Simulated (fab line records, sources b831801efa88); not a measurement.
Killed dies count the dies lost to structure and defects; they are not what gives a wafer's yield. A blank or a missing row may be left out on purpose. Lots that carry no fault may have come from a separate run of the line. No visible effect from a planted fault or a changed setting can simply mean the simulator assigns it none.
The same fault as seen by 2 desks -- flow gf180mcu -- what lay behind the numbers comes last; until then each desk has only its own

THE TOOL OWNER'S DESK: krf_scanner-02
The tool's own readings at GF_V3_EXPOSE_11 (exposes mask Via3, target cd 260 nm): means of the sampled wafers that have a number, for each lot that ran on this tool. Marked OUT: a lot whose mean sits more than 4 standard deviations from the usual mean, which makes it out of limits; the brackets give that distance.
Columns: A = reticle_temp_C at GF_V3_EXPOSE_11, usual 23.00 C
lot,first seen here,A
L573,day 23 09:06,23.01
L574,day 23 09:37,23.07
L578,day 24 18:23,22.89
L579,day 25 04:56,23.15
L581,day 26 01:19,22.98
L591,day 28 15:07,23.01
L593,day 29 02:28,22.93
L594,day 29 08:01,23.06
Finding of this desk: none of the 8 lots has anything out of limits.

THE METROLOGY DESK
What the gauges read, lot by lot, whatever tool the lot ran on: means of the sampled wafers that have a number. Marked OUT: a lot whose mean sits more than 4 standard deviations from the usual mean, which makes it out of limits; the brackets give that distance.
Columns: A = V3_CVD_02_THK at GF_V3_THK_MEAS_03, usual 853 nm; B = cd_nm at GF_V3_CD_MEAS_14, usual 259.6 nm
lot,first seen here,A,B
L571,day 20 20:29,869,259.3
L573,day 22 21:07,855,258.7
L574,day 22 22:11,861,258.9
L576,day 24 00:08,851,258.7
L578,day 24 05:54,851,259.6
L577,day 24 06:17,857,257.9
L579,day 24 17:44,861,261.3
L581,day 25 14:03,861,262.8
L591,day 28 04:59,842,259.2
L592,day 28 14:18,848,260.3
L593,day 28 16:09,861,259.6
L594,day 28 21:56,849,260.0
Finding of this desk: none of the 12 lots has anything out of limits.

PUT TOGETHER
Nothing out of limits was seen by the tool owner's desk.
Nothing out of limits was seen by the metrology desk.

WHAT THE SIMULATOR PUT IN
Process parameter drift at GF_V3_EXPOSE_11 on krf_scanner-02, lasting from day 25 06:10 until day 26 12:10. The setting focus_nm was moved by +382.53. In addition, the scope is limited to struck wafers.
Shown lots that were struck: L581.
